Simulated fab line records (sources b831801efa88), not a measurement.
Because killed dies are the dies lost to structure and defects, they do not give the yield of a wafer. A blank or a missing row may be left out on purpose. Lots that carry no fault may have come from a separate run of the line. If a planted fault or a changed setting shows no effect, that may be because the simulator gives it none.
What tool caused it? || flow gf180mcu || 18 wafers from 6 lots sampled at 3 of the route's 602 steps

## WHAT THE GAUGES SHOWED, per wafer
GF_MIM_THK_MEAS_11: measures by xrf.
{"lot": "L871", "measured": "day 25 22:04", "on": "film-metro-03", "MIM_ALCU_THK (nm)": "195.1 197.3 196.1"}
{"lot": "L873", "measured": "day 26 04:28", "on": "film-metro-02", "MIM_ALCU_THK (nm)": "196.2 197.7 198.3"}
{"lot": "L876", "measured": "day 26 23:25", "on": "film-metro-04", "MIM_ALCU_THK (nm)": "193.9 196.4 196.0"}
{"lot": "L888", "measured": "day 30 10:43", "on": "film-metro-02", "MIM_ALCU_THK (nm)": "201.5 203.5 198.3"}
{"lot": "L890", "measured": "day 30 21:07", "on": "film-metro-02", "MIM_ALCU_THK (nm)": "197.4 198.5 200.1"}
{"lot": "L892", "measured": "day 31 11:34", "on": "film-metro-04", "MIM_ALCU_THK (nm)": "194.7 192.9 195.1"}

## WHAT TOOL EACH LOT RAN ON (gives the tool, then ch and the chambers of the sampled wafers, and finally the start)
{"lot": "L871", "GF_V4_SPUTTER_22": "pvd-sputter-02, day 25 20:53", "GF_MIM_SPUTTER_03": "pvd-sputter-03, day 25 21:40"}
{"lot": "L873", "GF_V4_SPUTTER_22": "pvd-sputter-03, day 26 03:19", "GF_MIM_SPUTTER_03": "pvd-sputter-01, day 26 04:06"}
{"lot": "L876", "GF_V4_SPUTTER_22": "pvd-sputter-04, day 26 22:14", "GF_MIM_SPUTTER_03": "pvd-sputter-04, day 26 23:01"}
{"lot": "L888", "GF_V4_SPUTTER_22": "pvd-sputter-02, day 30 09:32", "GF_MIM_SPUTTER_03": "pvd-sputter-01, day 30 10:19"}
{"lot": "L890", "GF_V4_SPUTTER_22": "pvd-sputter-04, day 30 19:57", "GF_MIM_SPUTTER_03": "pvd-sputter-03, day 30 20:45"}
{"lot": "L892", "GF_V4_SPUTTER_22": "pvd-sputter-02, day 31 10:25", "GF_MIM_SPUTTER_03": "pvd-sputter-04, day 31 11:12"}
- GF_V4_SPUTTER_22: material TiN, target thk 10 nm, time 40 s.
- GF_MIM_SPUTTER_03: material Ti, target thk 10 nm, time 6.7 s.

## THE ANSWER, worked out from the rows above alone
Rule: usual is defined by the lots themselves. Put in order of their means at a reading, lots are off if they are a third of the lots or fewer, leave a main group of 4 or more, and stand apart from it by a gap of 3 or more times the standard deviation of the main group's means; of several such gaps the widest counts. Not used: any main group whose means are identical at the precision the tables above print for the reading. Also off: a lot with no number at a reading for which 4 or more lots have one. Any other lot the step has rows for is counted as sound.
Nothing can be told from this: no lot is off at any reading shown.

## WHAT THE SIMULATOR PUT IN
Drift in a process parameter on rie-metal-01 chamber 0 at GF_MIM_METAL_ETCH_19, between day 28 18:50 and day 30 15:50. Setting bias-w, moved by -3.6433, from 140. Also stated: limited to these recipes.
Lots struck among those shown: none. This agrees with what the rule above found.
